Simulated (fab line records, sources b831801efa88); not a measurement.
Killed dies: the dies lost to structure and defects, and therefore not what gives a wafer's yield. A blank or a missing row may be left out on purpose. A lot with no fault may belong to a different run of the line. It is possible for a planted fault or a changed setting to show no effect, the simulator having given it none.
fab line records + flow sky130
record:
- lots: 6
- wafers: 18
- last_day: 50
route steps=708 shown SONOS_TUNNEL@164 SONOS_ONO@168 PAD_OPEN@708
lots that met no fault: from a run of the same line without faults
start_h: start of the lot's first displayed wafer, in hours after the record's first day + wait_h: time in hours since the lot's previous step + " as in the row above + L1.1+2: one row covering several wafers at once + - no value, or no start was given + * or withheld: withheld + < > ~ a bound
route shown NAME@n: NAME is a module with steps in the file, n the number in the route of the first one + usual: mean and standard deviation over wafers with no fault + same: alike in all rows + chamber/n: place in a boat + sites: each site's reading + _std_site: standard deviation of those values + _edge_site: mean of outer sites minus mean of inner sites + radius_mm: how far each site lies from the wafer's centre + mask NAME#n: copy n + behind: the tool/chamber that last shaped the wafer + hold: why the lot went on hold/how many hours it stayed there/how the hold came to an end + device: names the non-switching transistor (n, p or np) + end of line: the tests these same wafers got at the end of their route + a step without rows: its recipe alone + killed: not the wafer's yield, but the dies lost to structure and defects at the first sort + map: shows each die of a wafer: x if killed, . if not, _ if none is there
set.NAME: setting as actually run; set.NAME@STEP: the setting as run at that earlier step + model.NAME: the simulator's own value behind a step, which no gauge read
a table for each step, a row for each wafer; lots at some steps of the route
services: the hour from which a tool's chamber was out of use, counted from the record's first day as start_h (under 0 if before that day), plus the number of hours and why
== steps ==
step: SKY_SONOS_TUNNEL_WET_ETCH_10
recipe:
- chemistry: dHF
- target_depth_nm: 14
- target: SiO2
- dilution: 100:1
- temp_c: 25
- time_s: 280
step: SKY_SONOS_TUNNEL_STRIP_11
recipe:
- chemistry: SPM
- time_s: 600
- temp_c: 130
step: SKY_SONOS_TUNNEL_TW_MEAS_12
usual:
- SONOS_TUNNEL_TW: 196.9/0.75
| lot.wafer | tool          | chamber | start_h | wait_h | SONOS_TUNNEL_TW |
|-----------|---------------|---------|---------|--------|-----------------|
| L580.1    | film_metro-02 | -       | 254.38  | 0.0    | 197.1           |
| L580.3    | "             | -       | "       | "      | 197.4           |
| L580.4    | "             | -       | "       | "      | 197.2           |
| L582.1    | film_metro-02 | -       | 261.64  | 0.0    | 196.7           |
| L582.2    | "             | -       | "       | "      | 197.8           |
| L582.6    | "             | -       | "       | "      | 198.1           |
| L592.2    | film_metro-04 | -       | 341.80  | 0.0    | 197.7           |
| L592.5    | "             | -       | "       | "      | 197.0           |
| L592.6    | "             | -       | "       | "      | 197.7           |
| L593.1    | film_metro-04 | -       | 346.21  | 0.0    | 197.8           |
| L593.2    | "             | -       | "       | "      | 197.2           |
| L593.5    | "             | -       | "       | "      | 196.4           |
| L596.1    | film_metro-04 | -       | 374.74  | 0.0    | 197.0           |
| L596.4    | "             | -       | "       | "      | 197.4           |
| L596.5    | "             | -       | "       | "      | 197.1           |
| L600.1    | film_metro-03 | -       | 410.37  | 0.0    | 196.9           |
| L600.5    | "             | -       | "       | "      | 196.8           |
| L600.6    | "             | -       | "       | "      | 196.5           |
step: SKY_SONOS_TUNNEL_CLEAN_13
recipe:
- chemistry: dHF
- time_s: 20
- dilution: 100:1
- dry: ipa_marangoni
step: SKY_SONOS_ONO_OXIDATION_00
recipe:
- temp_c: 800
- ambient: O2
- idle_temp_c: 700
- ramp_up_c_per_min: 10
- ramp_down_c_per_min: 3
- stabilise_s: 600
- purge_s: 300
- target_thk_a: 26
- ox_time_s: 1249
step: SKY_SONOS_ONO_THK_MEAS_01
recipe:
- reads: SiO2_of_SONOS_ONO_OXIDATION_00
usual:
- SONOS_ONO_OXIDATION_THK: 2.58/0.06
| lot.wafer | tool          | chamber | start_h | wait_h | SONOS_ONO_OXIDATION_THK[nm] |
|-----------|---------------|---------|---------|--------|-----------------------------|
| L580.1    | film_metro-01 | -       | 256.10  | 0.0    | 2.68                        |
| L580.3    | "             | -       | "       | "      | 2.66                        |
| L580.4    | "             | -       | "       | "      | 2.66                        |
| L582.1    | film_metro-02 | -       | 264.56  | 0.0    | 2.61                        |
| L582.2    | "             | -       | "       | "      | 2.59                        |
| L582.6    | "             | -       | "       | "      | 2.66                        |
| L592.2    | film_metro-04 | -       | 344.51  | 0.0    | 2.52                        |
| L592.5    | "             | -       | "       | "      | 2.56                        |
| L592.6    | "             | -       | "       | "      | 2.55                        |
| L593.1    | film_metro-01 | -       | 349.20  | 0.0    | 2.60                        |
| L593.2    | "             | -       | "       | "      | 2.63                        |
| L593.5    | "             | -       | "       | "      | 2.66                        |
| L596.1    | film_metro-02 | -       | 378.19  | 0.0    | 2.52                        |
| L596.4    | "             | -       | "       | "      | 2.47                        |
| L596.5    | "             | -       | "       | "      | 2.47                        |
| L600.1    | film_metro-04 | -       | 416.99  | 0.0    | 2.66                        |
| L600.5    | "             | -       | "       | "      | 2.67                        |
| L600.6    | "             | -       | "       | "      | 2.58                        |
step: SKY_SONOS_ONO_CVD_02
recipe:
- material: Si3N4
- precursor: DCS/NH3
- target_thk_nm: 10.5
- temp_c: 770
- time_s: 180
- pressure_mtorr: 250
step: SKY_SONOS_ONO_THK_MEAS_03
recipe:
- reads: Si3N4_of_SONOS_ONO_CVD_02
usual:
- SONOS_ONO_CVD_02_THK: 10.51/0.13
| lot.wafer | tool          | chamber | start_h | wait_h | SONOS_ONO_CVD_02_THK[nm] |
|-----------|---------------|---------|---------|--------|--------------------------|
| L580.1    | film_metro-01 | -       | 257.21  | 0.0    | 10.61                    |
| L580.3    | "             | -       | "       | "      | 10.61                    |
| L580.4    | "             | -       | "       | "      | 10.61                    |
| L582.1    | film_metro-01 | -       | 267.80  | 0.0    | 10.51                    |
| L582.2    | "             | -       | "       | "      | 10.36                    |
| L582.6    | "             | -       | "       | "      | 10.46                    |
| L593.1    | film_metro-04 | -       | 350.73  | 0.0    | 10.46                    |
| L593.2    | "             | -       | "       | "      | 10.40                    |
| L593.5    | "             | -       | "       | "      | 10.55                    |
| L592.2    | film_metro-01 | -       | 350.74  | 0.0    | 10.31                    |
| L592.5    | "             | -       | "       | "      | 10.50                    |
| L592.6    | "             | -       | "       | "      | 10.30                    |
| L596.1    | film_metro-04 | -       | 379.63  | 0.0    | 10.23                    |
| L596.4    | "             | -       | "       | "      | 10.49                    |
| L596.5    | "             | -       | "       | "      | 10.21                    |
| L600.1    | film_metro-04 | -       | 421.04  | 0.0    | 10.41                    |
| L600.5    | "             | -       | "       | "      | 10.28                    |
| L600.6    | "             | -       | "       | "      | 10.41                    |
step: SKY_SONOS_ONO_CVD_04
recipe:
- material: SiO2
- precursor: SiH4/N2O
- target_thk_nm: 5.7199
- temp_c: 900
- pressure_mtorr: 400
step: SKY_SONOS_ONO_THK_MEAS_05
recipe:
- reads: SiO2_of_SONOS_ONO_CVD_04
usual:
- SONOS_ONO_CVD_04_THK: 5.79/0.12
| lot.wafer | tool          | chamber | start_h | wait_h | SONOS_ONO_CVD_04_THK[nm] |
|-----------|---------------|---------|---------|--------|--------------------------|
| L580.1    | film_metro-02 | -       | 258.52  | 0.0    | 5.87                     |
| L580.3    | "             | -       | "       | "      | 5.80                     |
| L580.4    | "             | -       | "       | "      | 5.84                     |
| L582.1    | film_metro-02 | -       | 269.11  | 0.0    | 5.86                     |
| L582.2    | "             | -       | "       | "      | 6.05                     |
| L582.6    | "             | -       | "       | "      | 5.84                     |
| L593.1    | film_metro-01 | -       | 352.04  | 0.0    | 5.68                     |
| L593.2    | "             | -       | "       | "      | 5.67                     |
| L593.5    | "             | -       | "       | "      | 5.81                     |
| L592.2    | film_metro-04 | -       | 352.05  | 0.0    | 5.70                     |
| L592.5    | "             | -       | "       | "      | 5.69                     |
| L592.6    | "             | -       | "       | "      | 5.69                     |
| L596.1    | film_metro-01 | -       | 381.00  | 0.1    | 5.96                     |
| L596.4    | "             | -       | "       | "      | 6.01                     |
| L596.5    | "             | -       | "       | "      | 5.90                     |
| L600.1    | film_metro-04 | -       | 422.35  | 0.0    | 5.82                     |
| L600.5    | "             | -       | "       | "      | 5.78                     |
| L600.6    | "             | -       | "       | "      | 5.70                     |
step: SKY_SONOS_ONO_DEHYDRATE_06
recipe:
- temp_c: 200
- time_s: 60
step: SKY_SONOS_ONO_HMDS_07
recipe:
- prime_time_s: 60
- prime_temp_c: 120
step: SKY_SONOS_ONO_COAT_08
recipe:
- resist: NOVOLAK
- spin_rpm: 3000
- resist_thk_nm: 1140
usual:
- chill_plate_temp_C: 23.00/0.11
- exhaust_pa: 45.2/1
- spin_speed_rpm: 3000.4/1.8
| lot.wafer | tool           | chamber | start_h | wait_h | chill_plate_temp_C | exhaust_pa | spin_speed_rpm | model.NOVOLAK_of_SONOS_ONO_COAT_08.thk_nm |
|-----------|----------------|---------|---------|--------|--------------------|------------|----------------|-------------------------------------------|
| L580.1    | litho_track-02 | 0       | 269.86  | 0.1    | 22.77              | 44.1       | 3000.3         | 1144                                      |
| L580.3    | "              | 0       | "       | "      | 22.98              | 43.6       | 3001.7         | 1148                                      |
| L580.4    | "              | 0       | "       | "      | 23.02              | 43.9       | 2998.9         | 1147                                      |
| L582.1    | litho_track-04 | 0       | 280.69  | 0.1    | 23.01              | 45.6       | 2998.4         | 1131                                      |
| L582.2    | "              | 0       | "       | "      | 23.08              | 45.4       | 2997.5         | 1134                                      |
| L582.6    | "              | 0       | "       | "      | 22.89              | 45.9       | 2997.1         | 1134                                      |
| L592.2    | litho_track-02 | 0       | 365.13  | 0.1    | 23.08              | 44.4       | 2748.6         | 1194                                      |
| L592.5    | "              | 0       | "       | "      | 23.28              | 44.4       | 2749.5         | 1196                                      |
| L592.6    | "              | 0       | "       | "      | 23.00              | 45.0       | 2749.9         | 1194                                      |
| L593.1    | litho_track-04 | 0       | 365.24  | 0.1    | 23.01              | 45.4       | 3001.7         | 1135                                      |
| L593.2    | "              | 0       | "       | "      | 23.14              | 45.8       | 3000.3         | 1134                                      |
| L593.5    | "              | 0       | "       | "      | 23.21              | 44.3       | 2999.9         | 1135                                      |
| L596.1    | litho_track-02 | 0       | 394.76  | 0.1    | 22.95              | 45.1       | 2750.3         | 1190                                      |
| L596.4    | "              | 0       | "       | "      | 22.86              | 46.7       | 2749.5         | 1192                                      |
| L596.5    | "              | 0       | "       | "      | 22.86              | 46.7       | 2749.8         | 1194                                      |
| L600.1    | litho_track-04 | 0       | 436.24  | 0.1    | 22.95              | 46.6       | 3000.5         | 1137                                      |
| L600.5    | "              | 0       | "       | "      | 23.06              | 45.9       | 2999.2         | 1142                                      |
| L600.6    | "              | 0       | "       | "      | 22.99              | 46.5       | 2998.7         | 1143                                      |
step: SKY_SONOS_ONO_SOFTBAKE_09
recipe:
- temp_c: 90
- time_s: 60
- resist: NOVOLAK
step: SKY_SONOS_ONO_EXPOSE_10
recipe:
- mask_id: ONOM
- target_cd_nm: 410
- na: 0.6
- source_shape: conventional
- sigma_outer: 0.6
- dose_mj: 150
step: SKY_SONOS_ONO_PEB_11
recipe:
- temp_c: withheld
- time_s: *
- resist: NOVOLAK
step: SKY_SONOS_ONO_DEVELOP_12
recipe:
- develop_time_s: 60
- dev_temp_c: 23
step: SKY_SONOS_ONO_CD_MEAS_13
recipe:
- target_cd_nm: 410
usual:
- cd_nm: 409.2/2.4
| lot.wafer | tool      | chamber | start_h | wait_h | cd_nm |
|-----------|-----------|---------|---------|--------|-------|
| L580.1    | cd_sem-02 | -       | 281.93  | 0.1    | 411.0 |
| L580.3    | "         | -       | "       | "      | 407.3 |
| L580.4    | "         | -       | "       | "      | 408.7 |
| L582.1    | cd_sem-01 | -       | 292.59  | 0.1    | 409.2 |
| L582.2    | "         | -       | "       | "      | 410.8 |
| L582.6    | "         | -       | "       | "      | 411.5 |
| L592.2    | cd_sem-01 | -       | 379.98  | 0.1    | 416.3 |
| L592.5    | "         | -       | "       | "      | 415.7 |
| L592.6    | "         | -       | "       | "      | 416.1 |
| L593.1    | cd_sem-02 | -       | 380.22  | 0.1    | 407.2 |
| L593.2    | "         | -       | "       | "      | 404.7 |
| L593.5    | "         | -       | "       | "      | 405.3 |
| L596.1    | cd_sem-01 | -       | 410.31  | 0.1    | 410.0 |
| L596.4    | "         | -       | "       | "      | 412.6 |
| L596.5    | "         | -       | "       | "      | 409.8 |
| L600.1    | cd_sem-01 | -       | 451.47  | 0.1    | 406.9 |
| L600.5    | "         | -       | "       | "      | 406.2 |
| L600.6    | "         | -       | "       | "      | 407.1 |
step: SKY_SONOS_ONO_OVL_MEAS_14
usual:
- SONOS_ONO_OVL: -0.4/1.3
| lot.wafer | tool       | chamber | start_h | wait_h | SONOS_ONO_OVL[nm] |
|-----------|------------|---------|---------|--------|-------------------|
| L580.1    | overlay-02 | -       | 282.05  | 0.1    | -1.2              |
| L580.3    | "          | -       | "       | "      | -0.7              |
| L580.4    | "          | -       | "       | "      | -1.0              |
| L582.1    | overlay-02 | -       | 292.72  | 0.1    | -0.3              |
| L582.2    | "          | -       | "       | "      | 2.4               |
| L582.6    | "          | -       | "       | "      | 1.2               |
| L592.2    | overlay-01 | -       | 380.09  | 0.1    | -1.1              |
| L592.5    | "          | -       | "       | "      | -0.8              |
| L592.6    | "          | -       | "       | "      | -2.4              |
| L593.1    | overlay-01 | -       | 380.34  | 0.1    | -1.9              |
| L593.2    | "          | -       | "       | "      | -0.8              |
| L593.5    | "          | -       | "       | "      | -2.6              |
| L596.1    | overlay-02 | -       | 410.43  | 0.1    | 1.0               |
| L596.4    | "          | -       | "       | "      | -0.6              |
| L596.5    | "          | -       | "       | "      | 0.4               |
| L600.1    | overlay-02 | -       | 451.59  | 0.1    | -1.5              |
| L600.5    | "          | -       | "       | "      | -2.2              |
| L600.6    | "          | -       | "       | "      | -1.4              |
step: SKY_SONOS_ONO_ETCH_15
recipe:
- target_depth_nm: 19.52
- chemistry: CHF3/O2
- source_w: 600
- bias_w: 200
- pressure_mtorr: 40
- chf3_flow_sccm: 50
- O2_flow_sccm: 5
- time_s: 7.8
usual:
- drypump_motor_current_A: 5.6/0.53
- oes_product_au: 1.003/0.0079
- throttle_valve_pct: 8.825/0.0095
| lot.wafer | tool        | chamber | start_h | wait_h | drypump_motor_current_A | oes_product_au | rf_hours_counter_h | throttle_valve_pct | model.NOVOLAK_of_SONOS_ONO_COAT_08.thk_nm | model.SONOS_ONO.cd_nm |
|-----------|-------------|---------|---------|--------|-------------------------|----------------|--------------------|--------------------|-------------------------------------------|-----------------------|
| L580.1    | rie_diel-03 | 3       | 282.09  | 0.0    | 5.8                     | 0.991          | 13                 | 8.830              | 1128                                      | 411                   |
| L580.3    | "           | 2       | "       | "      | 5.5                     | 0.991          | 98                 | 8.828              | 1131                                      | 407.5                 |
| L580.4    | "           | 1       | "       | "      | 6.1                     | 0.996          | 0                  | 8.828              | 1130                                      | 408.9                 |
| L582.1    | rie_diel-03 | 2       | 292.75  | 0.0    | 5.6                     | 0.996          | 98                 | 8.830              | 1114                                      | 409.3                 |
| L582.2    | "           | 0       | "       | "      | 5.1                     | 1.011          | 90                 | 8.844              | 1117                                      | 410.8                 |
| L582.6    | "           | 1       | "       | "      | 6.2                     | 1.009          | -                  | 8.810              | 1117                                      | 411.1                 |
| L592.2    | rie_diel-01 | 1       | 380.12  | 0.0    | 6.5                     | 0.992          | 97                 | 8.822              | 1177                                      | 416.5                 |
| L592.5    | "           | 2       | "       | "      | 5.9                     | 0.989          | -                  | 8.817              | 1180                                      | 415.9                 |
| L592.6    | "           | 1       | "       | "      | 6.5                     | 1.008          | -                  | 8.817              | 1177                                      | 416.1                 |
| L593.1    | rie_diel-03 | 0       | 380.37  | 0.0    | 5.1                     | 1.009          | 92                 | 8.838              | 1118                                      | 407.6                 |
| L593.2    | "           | 2       | "       | "      | 5.5                     | 0.992          | 100                | 8.837              | 1117                                      | 404.9                 |
| L593.5    | "           | 0       | "       | "      | 5.1                     | 1.007          | -                  | 8.807              | 1118                                      | 405.5                 |
| L596.1    | rie_diel-04 | 0       | 410.47  | 0.0    | 6.3                     | 1.005          | 9                  | 8.839              | 1173                                      | 410.1                 |
| L596.4    | "           | 1       | "       | "      | 5.1                     | 0.995          | 95                 | 8.814              | 1176                                      | 412.4                 |
| L596.5    | "           | 3       | "       | "      | 4.8                     | 1.008          | -                  | 8.850              | 1177                                      | 409.9                 |
| L600.1    | rie_diel-03 | 0       | 451.62  | 0.0    | 5.1                     | 1.006          | 93                 | 8.835              | 1121                                      | 407.1                 |
| L600.5    | "           | 0       | "       | "      | 5.1                     | 1.008          | -                  | 8.815              | 1125                                      | 406.4                 |
| L600.6    | "           | 3       | "       | "      | 5.8                     | 1.006          | -                  | 8.825              | 1126                                      | 407.4                 |
step: SKY_SONOS_ONO_WET_ETCH_16
recipe:
- chemistry: dHF
- target_depth_nm: 14
- dry: n2_spin
- target: SiO2
- dilution: 100:1
- temp_c: 25
- time_s: 280
step: SKY_SONOS_ONO_STRIP_17
recipe:
- chemistry: O2/N2
- power_w: 1400
- pressure_mtorr: 1500
- platen_temp_c: withheld
- o2_flow_sccm: 3000
- n2_flow_sccm: 300
- overash_fraction: 0.5
usual:
- drypump_motor_current_A: 5.6/0.48
- oes_product_au: 0.710/0.0046
- strip_time_to_endpoint_s: 14.09/0.053
| lot.wafer | tool            | chamber | start_h | wait_h | drypump_motor_current_A | oes_product_au | rf_hours_counter_h | strip_time_to_endpoint_s |
|-----------|-----------------|---------|---------|--------|-------------------------|----------------|--------------------|--------------------------|
| L580.1    | plasma_asher-01 | 0       | 282.19  | 0.0    | 6.6                     | 0.710          | 48                 | 14.16                    |
| L580.3    | "               | 1       | "       | "      | 5.3                     | 0.717          | -                  | 14.20                    |
| L580.4    | "               | 0       | "       | "      | 6.6                     | 0.710          | -                  | 14.18                    |
| L582.1    | plasma_asher-01 | 0       | 292.95  | 0.0    | 6.6                     | 0.707          | 50                 | 14.00                    |
| L582.2    | "               | 1       | "       | "      | 5.3                     | 0.706          | 50                 | 14.02                    |
| L582.6    | "               | 1       | "       | "      | 5.3                     | 0.708          | -                  | 14.03                    |
| L592.2    | plasma_asher-03 | 1       | 380.22  | 0.0    | 5.4                     | 0.705          | 27                 | 14.69                    |
| L592.5    | "               | 0       | "       | "      | 5.2                     | 0.706          | -                  | 14.73                    |
| L592.6    | "               | 1       | "       | "      | 5.4                     | 0.714          | -                  | 14.69                    |
| L593.1    | plasma_asher-03 | 0       | 380.50  | 0.0    | 5.2                     | 0.706          | 27                 | 14.02                    |
| L593.2    | "               | 1       | "       | "      | 5.4                     | 0.706          | 27                 | 14.02                    |
| L593.5    | "               | 0       | "       | "      | 5.2                     | 0.712          | -                  | 14.04                    |
| L596.1    | plasma_asher-04 | 0       | 410.66  | 0.0    | 5.4                     | 0.712          | 69                 | 14.65                    |
| L596.4    | "               | 0       | "       | "      | 5.4                     | 0.705          | -                  | 14.67                    |
| L596.5    | "               | 1       | "       | "      | 5.7                     | 0.713          | -                  | 14.70                    |
| L600.1    | plasma_asher-01 | 0       | 451.74  | 0.0    | 6.6                     | 0.710          | 66                 | 14.06                    |
| L600.5    | "               | 1       | "       | "      | 5.3                     | 0.719          | -                  | 14.12                    |
| L600.6    | "               | 0       | "       | "      | 6.6                     | 0.714          | -                  | 14.13                    |
step: SKY_SONOS_ONO_WET_ETCH_18
recipe:
- chemistry: H3PO4
- target_depth_nm: 15
- target: Si3N4
- temp_c: 160
- time_s: 172
step: SKY_PAD_OPEN_PROBE_99
usual:
- killed_at_M0_to_M3: 44/7.9
- killed_at_M4_up: 3.1/1.9
- killed_at_contacts: 24/4.6
- killed_at_front_end: 16/4.9
- killed_at_other: 0.3/0.6
- killed_dies: 87/9.7
- killed_open: 48/7.2
- killed_short: 39/5.6
same:
- gross_dies: 492
- killed_at_back_side: 0
| lot.wafer | tool      | chamber | start_h | wait_h | killed_at_M0_to_M3 | killed_at_M4_up | killed_at_contacts | killed_at_front_end | killed_at_other | killed_dies | killed_open | killed_short |
|-----------|-----------|---------|---------|--------|--------------------|-----------------|--------------------|---------------------|-----------------|-------------|-------------|--------------|
| L580.1    | prober-02 | -       | 1070.39 | 0.1    | 50                 | 1               | 26                 | 24                  | 0               | 101         | 65          | 35           |
| L580.3    | prober-02 | -       | 1070.49 | 0.2    | 54                 | 8               | 24                 | 25                  | 0               | 111         | 68          | 43           |
| L580.4    | prober-02 | -       | 1070.54 | 0.2    | 43                 | 2               | 29                 | 14                  | 0               | 88          | 55          | 33           |
| L600.1    | prober-01 | -       | 1189.50 | 0.1    | 49                 | 1               | 25                 | 8                   | 0               | 83          | 44          | 38           |
| L600.5    | prober-01 | -       | 1189.70 | 0.2    | 42                 | 3               | 16                 | 5                   | 0               | 66          | 39          | 27           |
| L600.6    | prober-01 | -       | 1189.75 | 0.2    | 43                 | 2               | 23                 | 9                   | 0               | 77          | 41          | 35           |
killed by level:class
L580.1 VIA1:geometric_particle:open=16 CONTACT:geometric_particle:open=12 POLY_GATE:geometric_particle:open=9 VIA3:geometric_particle:open=9 LI_CONTACT:geometric_particle:open=7 VIA1:geometric_particle:short=6 POLY_GATE:geometric_particle:short=4 CONTACT:geometric_particle:short=4
L580.3 VIA1:geometric_particle:open=15 CONTACT:geometric_particle:open=12 VIA3:geometric_particle:open=9 VIA2:geometric_particle:open=8 POLY_GATE:geometric_particle:short=7 FIELD_ISO:geometric_particle:open=5 METAL1:geometric_particle:short=5 VIA2:geometric_particle:short=5
L580.4 VIA1:geometric_particle:open=16 LI_CONTACT:geometric_particle:open=13 VIA2:geometric_particle:open=7 VIA3:geometric_particle:open=6 FIELD_ISO:geometric_particle:short=5 LOCAL_INTERCONNECT:geometric_particle:short=5 CONTACT:geometric_particle:short=5 FIELD_ISO:geometric_particle:open=4
L600.1 VIA1:geometric_particle:open=17 VIA1:geometric_particle:short=11 CONTACT:geometric_particle:open=9 VIA2:geometric_particle:open=7 LI_CONTACT:geometric_particle:open=5 CONTACT:geometric_particle:short=5 LI_CONTACT:geometric_particle:short=4 FIELD_ISO:geometric_particle:short=3
L600.5 VIA1:geometric_particle:open=11 VIA2:geometric_particle:open=10 VIA1:geometric_particle:short=5 LI_CONTACT:geometric_particle:short=4 LI_CONTACT:geometric_particle:open=4 METAL1:geometric_particle:short=4 VIA3:geometric_particle:open=4 CONTACT:geometric_particle:open=3
L600.6 VIA1:geometric_particle:open=12 VIA2:geometric_particle:open=10 LOCAL_INTERCONNECT:geometric_particle:short=6 LI_CONTACT:geometric_particle:open=5 CONTACT:geometric_particle:short=5 VIA2:geometric_particle:short=5 LI_CONTACT:geometric_particle:short=4 VIA1:geometric_particle:short=4
== services ==
| tool            | chamber | start_h | hours | kind           |
|-----------------|---------|---------|-------|----------------|
| plasma_asher-01 | -       | 250.29  | 1.3   | repair         |
| plasma_asher-04 | -       | 259.11  | 28.1  | pm             |
| rie_diel-03     | 1       | 263.40  | -     | clean          |
| rie_diel-03     | 1       | 263.40  | 13.8  | scheduled_down |
| rie_diel-03     | 1       | 263.40  | 13.8  | vent_cycle     |
| rie_diel-03     | -       | 282.98  | 0.6   | repair         |
| rie_diel-01     | 2       | 302.55  | -     | clean          |
| rie_diel-01     | 2       | 302.55  | 18.7  | scheduled_down |
| rie_diel-01     | 2       | 302.55  | 18.7  | vent_cycle     |
| plasma_asher-04 | -       | 378.52  | 4.3   | pm             |
| plasma_asher-04 | -       | 413.80  | 0.9   | repair         |
| plasma_asher-04 | -       | 421.25  | 9.0   | pm             |
| plasma_asher-04 | 0       | 421.25  | 9.0   | vent_cycle     |
| plasma_asher-04 | 1       | 421.25  | 9.0   | vent_cycle     |
| plasma_asher-04 | -       | 430.25  | 10.0  | pm             |
| plasma_asher-04 | 0       | 430.25  | -     | clean          |
| plasma_asher-04 | 1       | 430.25  | -     | clean          |
| rie_diel-01     | -       | 433.95  | 2.8   | pm             |
| plasma_asher-04 | -       | 437.79  | 3.2   | repair         |
| rie_diel-03     | 2       | 441.94  | -     | clean          |
| rie_diel-03     | 2       | 441.94  | 28.1  | scheduled_down |
| rie_diel-03     | 2       | 441.94  | 28.1  | vent_cycle     |
== key ==
first_sign:
- step: SKY_SONOS_ONO_COAT_08
- reading: spin_speed_rpm
- direction: down
- sigmas: 99+
- usual: 3000.4
- struck: 2749.6
effect:
- step: SKY_SONOS_ONO_CD_MEAS_13
- reading: cd_nm
- direction: up
- sigmas: 1.7
- usual: 409.2
- struck: 413.4
effect:
- step: SKY_SONOS_ONO_STRIP_17
- reading: strip_time_to_endpoint_s
- direction: up
- sigmas: 11
- usual: *
- struck: *
model_effect:
- step: SKY_SONOS_ONO_COAT_08
- value: NOVOLAK_of_SONOS_ONO_COAT_08.thk_nm
- without: 1142
- struck: 1193
model_effect:
- step: SKY_SONOS_ONO_ETCH_15
- value: NOVOLAK_of_SONOS_ONO_COAT_08.thk_nm
- without: 1125
- struck: 1177
met_at SKY_SONOS_ONO_COAT_08
struck_wafers L592.2,L592.5,L592.6,L596.1,L596.4,L596.5
tester_left_out L592,L596
onset_between 269.86 365.13
fault:
- kind: process_parameter_drift
- tool: litho_track-02
- chamber: -
- onset_h: 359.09
- steps: SKY_SONOS_ONO_COAT_08
- channel: spin_rpm
- offset: -251.73
- shape: step
- end_h: 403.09
- acts_in: these_recipes_only
- stated: 3000
tester_left_out: of these lots the tester's yield and bins aren't shown, on N5 and GAA mostly nor the transistor test; their killed dies are dies lost to structure and defects alone, not to doping, threshold or leakage, so they don't give the yield
